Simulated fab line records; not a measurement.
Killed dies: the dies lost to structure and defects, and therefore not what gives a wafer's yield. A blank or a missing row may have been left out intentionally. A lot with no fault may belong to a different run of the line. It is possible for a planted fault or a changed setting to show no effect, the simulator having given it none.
Shared-tool check -- flow sky130 -- Sample size 13 lots and 39 wafers

## WHY THIS WAS OPENED
At SKY_SONOS_ONO_THK_MEAS_05 the reading SONOS_ONO_CVD_04_THK is flagged on 2 of 13 lots. Fault-free wafers read 5.73 nm, with a standard deviation of 0.1.
Rule: a lot is flagged in two cases, either no wafer of it has a number, or all its wafers with numbers fall more than 4 standard deviations from that mean. The rest of the lots are taken to be sound.

lot,measured,on,"SONOS_ONO_CVD_04_THK (nm), wafer by wafer",flag
L922,day 11 17:38,film metro-02,5.75 5.72 5.71,
L925,day 12 08:13,film metro-02,5.70 5.70 5.67,
L926,day 13 00:31,film metro-02,5.49 5.69 5.58,
L927,day 13 06:17,film metro-01,5.69 5.73 5.70,
L928,day 13 10:28,film metro-01,5.59 5.61 5.62,
L929,day 13 20:55,film metro-02,5.65 5.80 5.75,
L930,day 14 06:51,film metro-03,5.59 5.59 5.57,
L931,day 14 15:48,film metro-01,5.86 5.86 5.89,
L932,day 14 21:45,film metro-02,5.85 5.83 5.78,
L933,day 15 05:38,film metro-02,5.90 5.73 5.78,
L937,day 16 12:11,film metro-03,5.73 5.62 5.78,
L938,day 16 22:50,film metro-01,7.14 7.04 7.21,FLAGGED
L939,day 17 10:36,film metro-02,7.01 7.07 7.15,FLAGGED
The mean of the flagged lots' numbers is 7.10 nm, +1.37 nm from the usual (+14 standard deviations).

## TOOL THAT RAN EACH LOT
The record holds 2 process steps before the reading, out of a route of 708 steps. Each cell gives the tool, then ch followed by the chambers the sampled wafers passed through, then the start.
lot,flag,SKY_VT_ADJUST_HVTR_STRIP_10,SKY_SONOS_ONO_CVD_04
L922,,"plasma asher-04 ch 0,1, day 9 15:37","lpcvd-03 ch 0, day 11 16:22"
L925,,"plasma asher-02 ch 0,1, day 10 05:41","lpcvd-03 ch 0, day 12 06:56"
L926,,"plasma asher-04 ch 0,1, day 10 18:38","lpcvd-03 ch 0, day 12 23:16"
L927,,"plasma asher-02 ch 0,1, day 10 23:04","lpcvd-03 ch 1, day 13 05:01"
L928,,"plasma asher-04 ch 0,1, day 11 03:41","lpcvd-03 ch 0, day 13 09:13"
L929,,"plasma asher-01 ch 0,1, day 11 13:58","lpcvd-03 ch 1, day 13 19:40"
L930,,"plasma asher-01 ch 0,1, day 11 22:34","lpcvd-03 ch 1, day 14 05:35"
L931,,"plasma asher-02 ch 0,1, day 12 06:16","lpcvd-03 ch 1, day 14 13:55"
L932,,"plasma asher-02 ch 0,1, day 12 13:55","lpcvd-03 ch 0, day 14 19:51"
L933,,"plasma asher-04 ch 0,1, day 12 19:22","lpcvd-03 ch 0, day 15 04:23"
L937,,"plasma asher-04 ch 0,1, day 13 23:14","lpcvd-03 ch 0, day 16 10:56"
L938,FLAGGED,"plasma asher-04 ch 0,1, day 14 08:39","lpcvd-03 ch 1, day 16 21:35"
L939,FLAGGED,"plasma asher-01 ch 0,1, day 14 21:14","lpcvd-03 ch 0, day 17 09:21"
What these steps do:
- SKY_VT_ADJUST_HVTR_STRIP_10: strips in O2/N2.
- SKY_SONOS_ONO_CVD_04: deposits SiO2 from SiH4/N2O, target thk 5.7199 nm.
- SKY_SONOS_ONO_THK_MEAS_05

## FLAGGED OVER TOTAL, TOOL BY TOOL (the gauges that took the reading come last)
step,tool,lots run,flagged,share of the flagged lots,sound lots run after its first flagged lot
SKY_VT_ADJUST_HVTR_STRIP_10,plasma asher-01,3,1,some,0
SKY_VT_ADJUST_HVTR_STRIP_10,plasma asher-02,4,0,none,-
SKY_VT_ADJUST_HVTR_STRIP_10,plasma asher-04,6,1,some,0
SKY_SONOS_ONO_CVD_04,lpcvd-03,13,2,all,0
SKY_SONOS_ONO_THK_MEAS_05,film metro-01,4,1,some,0
SKY_SONOS_ONO_THK_MEAS_05,film metro-02,7,1,some,0
SKY_SONOS_ONO_THK_MEAS_05,film metro-03,2,0,none,-

## WHAT IS ALLOWED BY THE TABLE
All flagged lots share 1 row of the table, namely lpcvd-03 at SKY_SONOS_ONO_CVD_04.
- lpcvd-03 at SKY_SONOS_ONO_CVD_04 ran 13 lots, 2 of them flagged. Last sound lot L937 at day 16 10:56, first flagged lot L938 at day 16 21:35; a fault beginning in between fits.
Left over: one tool, lpcvd-03 at SKY_SONOS_ONO_CVD_04.

## WHAT THE SIMULATOR PUT IN
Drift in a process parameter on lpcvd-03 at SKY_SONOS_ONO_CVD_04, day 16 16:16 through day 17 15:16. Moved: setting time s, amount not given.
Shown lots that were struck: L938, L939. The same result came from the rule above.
